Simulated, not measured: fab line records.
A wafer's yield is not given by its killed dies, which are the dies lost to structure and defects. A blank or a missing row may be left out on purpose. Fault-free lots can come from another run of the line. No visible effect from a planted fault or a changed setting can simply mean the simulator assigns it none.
Matching of chambers / flow sky130 / SKY_CONTACT_CMP_27 on cmp-01: 4 sister chambers
The step polishes, stops on SiO2, t overpolish 15 s, target thk 0 nm. 14 wafers are shown with their chamber, then 7 later ones without.

== WAFERS WITH THEIR CHAMBER ==
wafer=L678.3; chamber=3; motor_current_A (A)=12.4; time_to_endpoint_s (s)=76; edge_zone_pressure_frac=1.001
wafer=L678.4; chamber=0; motor_current_A (A)=10.3; time_to_endpoint_s (s)=86; edge_zone_pressure_frac=0.996
wafer=L678.5; chamber=3; motor_current_A (A)=12.1; time_to_endpoint_s (s)=80; edge_zone_pressure_frac=1.003
wafer=L684.1; chamber=0; motor_current_A (A)=10.3; time_to_endpoint_s (s)=89; edge_zone_pressure_frac=0.994
wafer=L684.3; chamber=2; motor_current_A (A)=10.5; time_to_endpoint_s (s)=79; edge_zone_pressure_frac=1.007
wafer=L684.4; chamber=3; motor_current_A (A)=11.6; time_to_endpoint_s (s)=86; edge_zone_pressure_frac=0.996
wafer=L694.4; chamber=0; motor_current_A (A)=10.1; time_to_endpoint_s (s)=85; edge_zone_pressure_frac=1.000
wafer=L694.5; chamber=1; motor_current_A (A)=11.0; time_to_endpoint_s (s)=84; edge_zone_pressure_frac=1.001
wafer=L694.6; chamber=0; motor_current_A (A)=10.4; time_to_endpoint_s (s)=88; edge_zone_pressure_frac=1.000
wafer=L695.1; chamber=1; motor_current_A (A)=11.7; time_to_endpoint_s (s)=84; edge_zone_pressure_frac=1.010
wafer=L695.4; chamber=3; motor_current_A (A)=11.7; time_to_endpoint_s (s)=83; edge_zone_pressure_frac=1.004
wafer=L695.6; chamber=3; motor_current_A (A)=11.5; time_to_endpoint_s (s)=86; edge_zone_pressure_frac=1.003
wafer=L698.1; chamber=0; motor_current_A (A)=10.4; time_to_endpoint_s (s)=90; edge_zone_pressure_frac=1.000
wafer=L698.2; chamber=2; motor_current_A (A)=10.7; time_to_endpoint_s (s)=78; edge_zone_pressure_frac=1.000

SIGNATURES, as means of the wafers listed above
reading=motor_current_A; chamber 0=10.300; chamber 1=11.350; chamber 2=10.600; chamber 3=11.860; scatter within a chamber=0.299
reading=time_to_endpoint_s; chamber 0=87.60; chamber 1=84.00; chamber 2=78.50; chamber 3=82.20; scatter within a chamber=3.01
reading=edge_zone_pressure_frac; chamber 0=0.99800; chamber 1=1.00550; chamber 2=1.00350; chamber 3=1.00140; scatter within a chamber=0.00372
Rule: for a wafer and a chamber, the distance is found by dividing, reading by reading, the gap between the wafer's reading and the chamber's mean by the reading's scatter, squaring, summing and taking the root. The wafer belongs to the nearest chamber; if the next one is less than 2 further off, it can't be placed. The scatter is the square root of a quotient: the sum, over the shown wafers, of each reading's squared deviation from its chamber's mean, divided by wafers minus chambers.

== WAFERS MISSING THEIR CHAMBER ==
wafer=L698.5; motor_current_A (A)=10.9; time_to_endpoint_s (s)=79; edge_zone_pressure_frac=0.998
wafer=L699.3; motor_current_A (A)=10.0; time_to_endpoint_s (s)=88; edge_zone_pressure_frac=1.003
wafer=L699.4; motor_current_A (A)=10.8; time_to_endpoint_s (s)=82; edge_zone_pressure_frac=1.005
wafer=L699.5; motor_current_A (A)=10.4; time_to_endpoint_s (s)=79; edge_zone_pressure_frac=0.999
wafer=L700.2; motor_current_A (A)=11.1; time_to_endpoint_s (s)=82; edge_zone_pressure_frac=0.995
wafer=L700.3; motor_current_A (A)=12.4; time_to_endpoint_s (s)=83; edge_zone_pressure_frac=1.009
wafer=L700.4; motor_current_A (A)=10.4; time_to_endpoint_s (s)=89; edge_zone_pressure_frac=0.992

== WHICH CHAMBER EACH ONE RAN IN ==
wafer=L698.5; from the rows above=can't be placed: 2 or 1 or 0 or 3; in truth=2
wafer=L699.3; from the rows above=0; in truth=0
wafer=L699.4; from the rows above=can't be placed: 2 or 1 or 0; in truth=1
wafer=L699.5; from the rows above=can't be placed: 2 or 0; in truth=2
wafer=L700.2; from the rows above=can't be placed: 1 or 2 or 3 or 0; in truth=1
wafer=L700.3; from the rows above=can't be placed: 3 or 1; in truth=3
wafer=L700.4; from the rows above=0; in truth=0
Correct placement for 2 of the 7. Unplaceable from these rows: 5, with the true chamber sitting among the candidates in 5. 0 placed wrongly.
